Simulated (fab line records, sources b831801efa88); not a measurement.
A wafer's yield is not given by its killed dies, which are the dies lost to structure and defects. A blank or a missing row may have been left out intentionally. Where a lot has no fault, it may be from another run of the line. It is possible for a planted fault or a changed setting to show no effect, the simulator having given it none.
Which tool was responsible? :: flow gf180mcu :: 6 lots, 18 wafers sampled, at 3 steps of a route of 602

## WHAT THE GAUGES READ, wafer by wafer
GF_HV_LDD_CD_MEAS_07: the cd target is 400 nm.
lot: L503
measured: day 10 11:51
on: cd sem-01
cd nm (nm): 400.4 400.6 399.4

lot: L507
measured: day 11 08:59
on: cd sem-02
cd nm (nm): 397.1 398.7 397.3

lot: L514
measured: day 13 12:36
on: cd sem-01
cd nm (nm): 401.8 399.0 398.8

lot: L516
measured: day 14 03:50
on: cd sem-02
cd nm (nm): 399.5 395.6 396.1

lot: L520
measured: day 15 07:19
on: cd sem-01
cd nm (nm): 401.4 400.2 403.8

lot: L522
measured: day 16 01:17
on: cd sem-01
cd nm (nm): 398.5 397.9 399.0

## EACH LOT AND THE TOOL THAT RAN IT (in order: tool; ch and the chambers of the sampled wafers; start)
lot: L503
GF_VT_IMPLANT_STRIP_31: plasma asher-02 ch 0,1, day 7 09:29
GF_POLY_GATE_ETCH_12: rie diel-04 ch 1,2,3, day 9 16:22

lot: L507
GF_VT_IMPLANT_STRIP_31: plasma asher-02 ch 0,1, day 8 03:25
GF_POLY_GATE_ETCH_12: rie diel-02 ch 1,2, day 10 12:20

lot: L514
GF_VT_IMPLANT_STRIP_31: plasma asher-03 ch 0,1, day 10 01:32
GF_POLY_GATE_ETCH_12: rie diel-02 ch 0,3, day 12 14:56

lot: L516
GF_VT_IMPLANT_STRIP_31: plasma asher-03 ch 0,1, day 10 13:32
GF_POLY_GATE_ETCH_12: rie diel-01 ch 0,1,3, day 13 04:02

lot: L520
GF_VT_IMPLANT_STRIP_31: plasma asher-03 ch 0,1, day 11 16:11
GF_POLY_GATE_ETCH_12: rie diel-01 ch 0,1,3, day 14 09:05

lot: L522
GF_VT_IMPLANT_STRIP_31: plasma asher-03 ch 0, day 12 05:23
GF_POLY_GATE_ETCH_12: rie diel-04 ch 0,2, day 15 00:51
- GF_VT_IMPLANT_STRIP_31: strips in O2/N2.
- GF_POLY_GATE_ETCH_12: etches BARC in N2/H2.

## THE ANSWER, worked out from the rows above alone
Rule: what is usual is taken from the lots themselves. The widest of any qualifying gaps counts: lots, ordered by their means at a reading, are off when they make up no more than a third of the lots, leave a main group of 4 or more, and stand apart from it by 3 or more times the standard deviation of that group's means. The tables above print the reading to a certain number of digits; a main group whose means all agree to those digits is not used. Also off: a lot with no number at a reading for which 4 or more lots have one. The other lots that the step has rows for count as sound.
Across all readings shown, no lot is off: no conclusion can be drawn from this.

## WHAT THE SIMULATOR HAD PUT IN
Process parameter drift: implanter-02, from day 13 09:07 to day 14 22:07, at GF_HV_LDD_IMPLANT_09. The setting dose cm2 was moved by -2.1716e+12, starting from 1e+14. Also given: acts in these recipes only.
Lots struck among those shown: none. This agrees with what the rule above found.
